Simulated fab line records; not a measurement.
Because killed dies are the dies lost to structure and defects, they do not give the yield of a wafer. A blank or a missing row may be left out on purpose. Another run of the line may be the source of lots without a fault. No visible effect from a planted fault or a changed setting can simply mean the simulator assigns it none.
Problem report in the 8D (eight disciplines) form, filled by code || flow sky130 || the parts of the form that need people (team, actions taken, sign-off) are left out

== 1. THE PROBLEM ==
SKY_PAD_OPEN_PROBE_99, killedAtOther: mean 30.0 on 2 wafers (1 lot); fault-free wafers 0.2, standard deviation 0.45. That is +66 standard deviations from the usual mean.
First seen on wafer L966.1, day 50 06:02, on prober-02. The record holds 36 wafers of 12 lots with a number at this step. By rule, "out" or "out of limits" means more than 4 standard deviations away from the usual mean. The rest of the wafers with a number are treated as sound.

== 2. WHAT IT IS, WHAT IT ISN'T ==
{"question": "which readings at this step", "is": "killedAtOther", "is not": "killed_at_M0_to_M3, killed_at_M4_up, killedAtContacts, killedAtFrontEnd, killedOpen, killedShort, sort_bin_3_pad_short, sort_bin_6_memory"}
{"question": "which lots", "is": "L966", "is not": "L950, L952, L953, L954, L956, L957, L958, L959, L960, L968, L971"}
{"question": "which wafers of those lots", "is": "L966.1, L966.5", "is not": "L966.6"}
{"question": "read on which tools", "is": "prober-02", "is not": "prober-01"}
{"question": "when", "is": "from day 50 06:02", "is not": "up to then (27 sound wafers); but 7 sound wafers of L966, L968, L971 came after"}

== 3. THE SUSPECTS, EACH WITH WHAT RULES IT OUT ==
Counting: if a tool at a process step up to the reading ran every lot that is out, it stays a suspect. Sound lots after the first of them don't rule it out here, since some wafers of a struck lot are sound.
- cmp-01 at SKY_VIA4_CMP_02 (polishes SiO2): kept. The lot that is out, L966, ran on it at day 46 20:58; the last sound lot it ran before that was L960, at day 45 18:24.
- pvdSputter-03 at SKY_METAL5_SPUTTER_01 (material TiN, target thk 20 nm, time 16.7 s): kept. The lot that is out, L966, ran on it at day 47 19:31; the last sound lot it ran before that was L960, at day 46 17:23.
- plasmaAsher-01 at SKY_PAD_OPEN_STRIP_08 (strips in O2/N2): kept. The lot that is out, L966, ran on it at day 50 03:49; the last sound lot it ran before that was L960, at day 49 05:07.
- prober-02 at SKY_PAD_OPEN_PROBE_99: kept. The lot that is out, L966, ran on it at day 50 06:02; the last sound lot it ran before that was L958, at day 49 03:10. Its own readings are out on those wafers: killedAtOther.
- Within cmp-01 at SKY_VIA4_CMP_02: the wafers that are out ran in chambers 0, 3; their sound lot-mates ran in chamber 2.
- The sound lot-mates ran in chamber 1 of plasmaAsher-01 at SKY_PAD_OPEN_STRIP_08, but the wafers that are out ran in chamber 0.
Left after counting: cmp-01 at SKY_VIA4_CMP_02, pvdSputter-03 at SKY_METAL5_SPUTTER_01, plasmaAsher-01 at SKY_PAD_OPEN_STRIP_08, prober-02 at SKY_PAD_OPEN_PROBE_99.

== 4. THE CAUSE (what the simulator had put in) ==
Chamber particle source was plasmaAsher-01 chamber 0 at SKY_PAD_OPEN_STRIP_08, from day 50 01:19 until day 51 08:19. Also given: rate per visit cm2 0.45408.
After counting, 4 suspects remain, this tool included.

== 5. THE CHAIN OF EFFECTS, in route order ==
One row per reading whose mean, taken over the struck wafers that have a number, lies over 3 standard deviations from the usual. Readings are gone through only where the record gives a usual standard deviation; hours: the median, over the lots, of the time from a lot's start at the first step in this table giving one to that lot's start at this step; sigmas: the change measured in usual standard deviations.
{"hours": 0, "step": "SKY_PAD_OPEN_PROBE_99", "reading": "killedAtOther", "usual": 0.2, "on struck wafers": 30.0, "change": "+29.8", "sigmas": "+66"}
{"hours": 0, "step": "SKY_PAD_OPEN_PROBE_99", "reading": "sort_bin_5_function", "usual": "10.2 %", "on struck wafers": 15.6, "change": "+5.4", "sigmas": "+3.9"}
Process steps it contains:
- SKY_PAD_OPEN_PROBE_99

== 6. HOW IT WOULD HAVE BEEN CAUGHT EARLIER ==
5 hours passed between the start of the fault at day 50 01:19 and the first reading out of limits in this record, taken at day 50 06:02.
An alarm limit of 4 standard deviations would not have fired on the tool readings at SKY_PAD_OPEN_STRIP_08 for which the record gives a usual standard deviation, since none of them was out on any struck wafer.
By day 50 06:02, every lot that is out (1) had started SKY_PAD_OPEN_STRIP_08 on plasmaAsher-01. A hold on the tool at that time would have spared none of them.
